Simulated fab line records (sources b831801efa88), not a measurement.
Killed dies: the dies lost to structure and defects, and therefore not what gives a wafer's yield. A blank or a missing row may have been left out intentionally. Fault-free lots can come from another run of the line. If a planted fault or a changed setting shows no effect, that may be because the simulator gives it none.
fab line records	flow sky130
record lots=11	wafers=33	lastDay=51
route steps=708 shown METAL2@502 METAL3@534 CAPM@538 VIA3@593 PAD_OPEN@708
lots that met no fault: taken from a fault-free run of the same line
startH: the number of hours between the record's first day and the start of the first shown wafer of the lot	waitH: time in hours since the lot's previous step	" identical to the entry in the row above	L1.1+2: a single row standing in for several wafers	- value missing, or start not given	* or withheld: withheld	< > ~ a bound
route shown NAME@n: names a module that has steps shown in the file, with the first one's number in the route	usual: mean/standard deviation of fault-free wafers	same: alike in all rows	chamber/n: place in a boat	sites: readings site by site	_std_site: the standard deviation of these	_edge_site: mean of outer sites minus mean of inner sites	radiusMm: for every site, how far away it sits from the centre of the wafer	mask NAME#n: copy n	behind: the most recent tool/chamber to have shaped the wafer	hold: why the lot was held/for how many hours/how that ended	device: which transistor (n, p or np) failed to switch	end of line: tests run on the same wafers once the route is complete	where a step has no rows: the recipe by itself	killed: not the wafer's yield, but the dies lost to structure and defects at the first sort	map: the dies of a wafer, with x for killed, . for not killed, _ for no die there
set.NAME: setting as actually run; set.NAME@STEP: the setting as run at that earlier step	model.NAME: the simulator's own value behind a step, which no gauge read
a sample of lots followed through the steps of the route, with each step as a table and each wafer as a row
services: the hour from which a tool's chamber was out of use, counted from the record's first day as startH (under 0 if before that day), plus the number of hours and why
## steps
# step SKY_METAL2_METAL_ETCH_19
# recipe targetDepthA=3600	stopOn=SiO2	overEtchFrac=0.3	timeS=78	chemistry=Cl2/BCl3	resistSidewallDeg=88	pressureMtorr=10	icpW=900	biasW=50.12	Cl2_flow_sccm=60	bcl3FlowSccm=30
# usual drypumpMotorCurrentA=6.1/0.47	oesProductAu=0.854/0.0052	throttleValvePct=22.265/0.0097
lot.wafer	tool	chamber	startH	waitH	drypumpMotorCurrentA	oesProductAu	rfHoursCounterH	throttleValvePct
L629.1	rieMetal-04	0	805.51	0.0	5.9	0.852	15	22.274
L629.2	"	1	"	"	6.6	0.858	15	22.278
L629.4	"	0	"	"	5.9	0.844	-	22.257
L630.1	rieMetal-03	1	828.81	0.0	5.7	0.848	14	22.272
L630.3	"	0	"	"	6.6	0.849	-	22.260
L630.6	"	0	"	"	6.6	0.849	-	22.245
L631.3	rieMetal-03	0	847.63	0.1	6.5	0.844	-	22.257
L631.4	"	1	"	"	5.7	0.854	-	22.288
L631.6	"	0	"	"	6.5	0.847	-	22.263
L632.1	rieMetal-01	0	855.33	0.0	5.9	0.852	5	22.266
L632.4	"	1	"	"	5.2	0.856	-	22.274
L632.5	"	1	"	"	5.2	0.848	-	22.262
L638.1	rieMetal-04	0	896.43	0.1	5.8	0.854	18	22.269
L638.2	"	0	"	"	5.8	0.853	-	22.266
L638.6	"	0	"	"	5.9	0.850	-	22.263
L639.3	rieMetal-03	0	898.31	0.1	6.5	0.842	-	22.257
L639.4	"	1	"	"	5.7	0.849	-	22.271
L639.6	"	0	"	"	6.5	0.850	-	22.268
L646.2	rieMetal-03	0	945.63	0.0	6.5	0.858	17	22.265
L646.4	"	0	"	"	6.5	0.859	-	22.271
L646.5	"	1	"	"	5.7	0.858	-	22.257
L648.1	rieMetal-03	1	961.57	0.0	5.7	0.857	1	22.287
L648.5	"	0	"	"	6.6	0.851	-	22.261
L648.6	"	1	"	"	5.7	0.856	-	22.264
L650.3	rieMetal-03	1	972.01	0.1	5.7	0.859	-	22.281
L650.4	"	0	"	"	6.5	0.863	-	22.262
L650.5	"	1	"	"	5.7	0.859	-	22.268
L651.1	rieMetal-03	1	977.08	0.0	5.7	0.858	2	22.272
L651.3	"	0	"	"	6.5	0.859	-	22.265
L651.5	"	0	"	"	6.6	0.842	-	22.282
L652.2	rieMetal-03	0	990.22	0.0	6.5	0.851	19	22.273
L652.5	"	0	"	"	6.5	0.851	-	22.265
L652.6	"	1	"	"	5.7	0.854	-	22.276
# step SKY_METAL3_SPUTTER_02
# recipe material=AlCu	targetThkNm=735	powerW=10270	timeS=39.1	chamberPressurePa=0.4
# usual chamberPressurePa=0.4001/0.00082	throttleValvePct=29.8/1.2
lot.wafer	tool	chamber	startH	waitH	chamberPressurePa	throttleValvePct
L629.1	pvdSputter-01	-	835.28	0.0	0.3999	31.4
L629.2	"	-	"	"	0.4005	30.6
L629.4	"	-	"	"	0.3988	28.6
L630.1	pvdSputter-03	-	858.27	0.0	0.4003	31.0
L630.3	"	-	"	"	0.4006	28.9
L630.6	"	-	"	"	0.4006	27.8
L631.3	pvdSputter-03	-	876.89	0.0	0.4012	30.8
L631.4	"	-	"	"	0.4003	27.7
L631.6	"	-	"	"	0.4007	27.5
L632.1	pvdSputter-03	-	884.17	0.0	0.3999	31.0
L632.4	"	-	"	"	0.4007	27.6
L632.5	"	-	"	"	0.4006	31.0
L638.1	pvdSputter-03	-	923.76	0.0	0.4001	30.7
L638.2	"	-	"	"	0.4006	28.8
L638.6	"	-	"	"	0.3998	28.9
L639.3	pvdSputter-01	-	925.97	0.0	0.3992	30.3
L639.4	"	-	"	"	0.4001	28.1
L639.6	"	-	"	"	0.3998	28.6
L646.2	pvdSputter-01	-	972.70	0.0	0.3993	30.4
L646.4	"	-	"	"	0.3992	28.5
L646.5	"	-	"	"	0.3998	31.5
L648.1	pvdSputter-02	-	988.14	0.0	0.3980	31.2
L648.5	"	-	"	"	0.3997	30.6
L648.6	"	-	"	"	0.3995	31.2
L650.3	pvdSputter-02	-	998.53	0.0	0.4007	31.2
L650.4	"	-	"	"	0.4013	29.3
L650.5	"	-	"	"	0.3998	31.0
L651.1	pvdSputter-03	-	1003.56	0.0	0.3999	29.0
L651.3	"	-	"	"	0.4009	31.3
L651.5	"	-	"	"	0.3995	28.9
L652.2	pvdSputter-01	-	1016.45	0.0	0.4002	30.0
L652.5	"	-	"	"	0.3992	28.5
L652.6	"	-	"	"	0.4013	30.1
# step SKY_CAPM_THK_MEAS_01
# recipe reads=SiO2_of_CAPM_CVD_00
# usual CAPM_CVD_00_THK=15.61/0.24
lot.wafer	tool	chamber	startH	waitH	CAPM_CVD_00_THK[nm]
L629.1	filmMetro-01	-	835.40	-	15.27
L629.2	"	-	"	"	15.18
L629.4	"	-	"	"	15.58
L630.1	filmMetro-02	-	858.40	-	15.07
L630.3	"	-	"	"	15.66
L630.6	"	-	"	"	15.53
L631.3	filmMetro-02	-	877.04	-	15.02
L631.4	"	-	"	"	15.47
L631.6	"	-	"	"	15.33
L632.1	filmMetro-04	-	884.30	-	15.20
L632.4	"	-	"	"	15.63
L632.5	"	-	"	"	15.34
L638.1	filmMetro-02	-	923.88	-	15.76
L638.2	"	-	"	"	15.64
L638.6	"	-	"	"	16.04
L639.3	filmMetro-04	-	926.12	-	15.49
L639.4	"	-	"	"	15.79
L639.6	"	-	"	"	15.97
L646.2	filmMetro-01	-	972.84	-	15.34
L646.4	"	-	"	"	15.86
L646.5	"	-	"	"	15.99
L648.1	filmMetro-02	-	988.27	-	15.79
L648.5	"	-	"	"	15.93
L648.6	"	-	"	"	15.92
L650.3	filmMetro-02	-	998.68	-	15.38
L650.4	"	-	"	"	15.37
L650.5	"	-	"	"	15.43
L651.1	filmMetro-02	-	1003.69	-	15.69
L651.3	"	-	"	"	15.27
L651.5	"	-	"	"	15.79
L652.2	filmMetro-04	-	1016.59	-	15.38
L652.5	"	-	"	"	15.53
L652.6	"	-	"	"	15.75
# step SKY_VIA3_SPUTTER_20
# recipe material=TiN	targetThkNm=20	chamberPressurePa=5	powerW=4000	timeS=80
# usual chamberPressurePa=5.000/0.0095	throttleValvePct=29.7/1.1
lot.wafer	tool	chamber	startH	waitH	chamberPressurePa	throttleValvePct
L629.1	pvdSputter-01	-	916.02	0.0	4.994	31.5
L629.2	"	-	"	"	5.018	28.1
L629.4	"	-	"	"	4.997	28.3
L630.1	pvdSputter-02	-	937.68	0.0	4.981	31.0
L630.3	"	-	"	"	5.017	30.2
L630.6	"	-	"	"	5.008	31.3
L631.3	pvdSputter-04	-	954.69	0.0	4.990	29.7
L631.4	"	-	"	"	5.002	28.4
L631.6	"	-	"	"	5.003	29.3
L632.1	pvdSputter-01	-	961.48	0.0	4.997	31.1
L632.4	"	-	"	"	5.020	28.2
L632.5	"	-	"	"	5.009	31.1
L638.1	pvdSputter-01	-	998.82	0.0	4.377	30.4
L638.2	"	-	"	"	4.386	33.3
L638.6	"	-	"	"	4.384	30.5
L639.3	pvdSputter-01	-	1001.22	0.0	4.402	32.3
L639.4	"	-	"	"	4.394	30.3
L639.6	"	-	"	"	4.396	32.5
L646.2	pvdSputter-02	-	1045.99	0.0	4.998	30.5
L646.4	"	-	"	"	5.005	29.7
L646.5	"	-	"	"	4.998	29.7
L648.1	pvdSputter-04	-	1059.17	0.0	4.992	29.7
L648.5	"	-	"	"	4.991	29.0
L648.6	"	-	"	"	4.995	28.7
L650.3	pvdSputter-02	-	1068.87	0.0	4.990	29.3
L650.4	"	-	"	"	4.989	29.5
L650.5	"	-	"	"	5.001	31.4
L651.1	pvdSputter-02	-	1072.95	0.0	5.018	31.5
L651.3	"	-	"	"	4.997	28.8
L651.5	"	-	"	"	4.996	29.4
L652.2	pvdSputter-02	-	1084.84	0.0	5.013	30.4
L652.5	"	-	"	"	5.007	28.8
L652.6	"	-	"	"	5.016	30.3
# step SKY_PAD_OPEN_PROBE_99
# usual defectLimitedYield=82.4/2.1	killed_at_M0_to_M3=44/7.4	killed_at_M4_up=3.2/2	killedAtContacts=24/5.1	killedAtFrontEnd=15/4.8	killedAtOther=0.2/0.46	killedDies=86/10	killedOpen=47/7.5	killedShort=39/7	sort_bin_3_pad_short=0.9/0.4	sort_bin_5_function=10.4/1.5	sort_bin_6_memory=6.3/1.2	sortNPass=406/10	sortYieldPct=82.4/2.1
# same grossDies=492	killedAtBackSide=0	sort_bin_4_leakage[%]=0	sort_bin_8_speed[%]=0
lot.wafer	tool	chamber	startH	waitH	defectLimitedYield[%]	killed_at_M0_to_M3	killed_at_M4_up	killedAtContacts	killedAtFrontEnd	killedAtOther	killedDies	killedOpen	killedShort	sort_bin_3_pad_short[%]	sort_bin_5_function[%]	sort_bin_6_memory[%]	sortNPass	sortYieldPct[%]
L632.1	prober-01	-	1101.83	0.1	86.4	26	7	23	11	0	67	32	35	0.8	8.9	3.9	425	86.4
L632.4	prober-01	-	1101.98	0.2	82.5	46	1	23	16	0	86	55	31	0.8	11.6	5.1	406	82.5
L632.5	prober-01	-	1102.03	0.2	82.5	42	3	26	15	0	86	45	41	1.4	10.0	6.1	406	82.5
L638.1	prober-01	-	1135.73	0.1	82.5	36	3	23	24	0	86	49	37	0.8	10.2	6.5	406	82.5
L638.2	prober-01	-	1135.78	0.1	83.1	41	2	22	18	0	83	49	34	0.8	8.9	7.1	409	83.1
L638.6	prober-01	-	1135.98	0.2	82.3	40	4	20	23	0	87	46	41	0.6	11.8	5.3	405	82.3
# killed by level:class
L632.1 LI_CONTACT:geometricParticle:open=7 CONTACT:geometricParticle:short=5 METAL1:geometricParticle:short=5 METAL4:geometricParticle:short=5 POLY_GATE:geometricParticle:open=4 LOCAL_INTERCONNECT:geometricParticle:short=4 CONTACT:geometricParticle:open=4 VIA1:geometricParticle:open=4
L632.4 VIA2:geometricParticle:open=10 CONTACT:geometricParticle:open=9 LI_CONTACT:geometricParticle:open=8 METAL1:geometricParticle:short=7 VIA1:geometricParticle:open=6 VIA3:geometricParticle:open=6 METAL1:geometricParticle:open=5 VIA1:geometricParticle:short=5
L632.5 CONTACT:geometricParticle:open=12 VIA2:geometricParticle:open=11 POLY_GATE:geometricParticle:short=7 VIA1:geometricParticle:open=7 METAL2:geometricParticle:short=6 CONTACT:geometricParticle:short=5 VIA1:geometricParticle:short=5 POLY_GATE:geometricParticle:open=4
L638.1 VIA1:geometricParticle:open=12 FIELD_ISO:geometricParticle:open=8 CONTACT:geometricParticle:open=8 FIELD_ISO:geometricParticle:short=6 VIA2:geometricParticle:open=6 CONTACT:geometricParticle:short=5 POLY_GATE:geometricParticle:open=4 METAL2:geometricParticle:short=4
L638.2 VIA1:geometricParticle:open=13 CONTACT:geometricParticle:open=10 FIELD_ISO:geometricParticle:open=8 FIELD_ISO:geometricParticle:short=7 VIA2:geometricParticle:open=6 VIA1:geometricParticle:short=6 LOCAL_INTERCONNECT:geometricParticle:short=5 LI_CONTACT:geometricParticle:open=3
L638.6 VIA1:geometricParticle:open=9 LI_CONTACT:geometricParticle:open=7 FIELD_ISO:geometricParticle:short=6 METAL1:geometricParticle:short=6 METAL2:geometricParticle:short=6 VIA2:geometricParticle:open=6 CONTACT:geometricParticle:open=5 VIA1:geometricParticle:short=5
## services
tool	chamber	startH	hours	kind
pvdSputter-02	-	798.21	108.1	repair
rieMetal-03	-	811.15	1.4	pm
pvdSputter-03	-	824.89	4.6	repair
pvdSputter-01	-	862.72	5.0	repair
rieMetal-04	0	870.25	25.8	repair
rieMetal-03	1	871.88	21.5	repair
rieMetal-04	1	896.09	-	clean
rieMetal-04	1	896.09	13.6	scheduledDown
rieMetal-04	1	896.09	13.6	ventCycle
rieMetal-03	0	904.62	22.3	repair
rieMetal-03	1	914.71	3.7	repair
rieMetal-03	1	926.94	-	clean
rieMetal-03	1	926.94	17.3	scheduledDown
rieMetal-03	1	926.94	17.3	ventCycle
pvdSputter-02	-	959.12	5.3	repair
pvdSputter-04	-	1017.32	0.9	repair
pvdSputter-03	-	1044.63	1.0	repair
rieMetal-01	1	1047.91	1.8	repair
pvdSputter-04	-	1060.28	27.0	repair
rieMetal-01	-	1074.03	2.8	pm
rieMetal-03	0	1079.99	-	clean
rieMetal-03	0	1079.99	17.6	scheduledDown
rieMetal-03	0	1079.99	17.6	ventCycle
rieMetal-03	-	1084.44	2.8	pm
## key
firstSign step=SKY_VIA3_SPUTTER_20	reading=chamberPressurePa	direction=down	sigmas=64	usual=5.000	struck=4.390
effect step=SKY_VIA3_SPUTTER_20	reading=throttleValvePct	direction=up	sigmas=1.8	usual=29.7	struck=31.5	wafersMoved=2
metAt SKY_VIA3_SPUTTER_20
struckLots L638,L639
notActingAt SKY_METAL2_METAL_ETCH_19,SKY_METAL3_SPUTTER_02,SKY_CAPM_THK_MEAS_01
onsetBetween 961.48 998.82
fault kind=processParameterDrift	tool=pvdSputter-01	chamber=-	onsetH=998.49	steps=SKY_VIA3_SPUTTER_20	channel=chamberPressurePa	offset=-0.61	shape=step	endH=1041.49	actsIn=theseRecipesOnly	stated=5
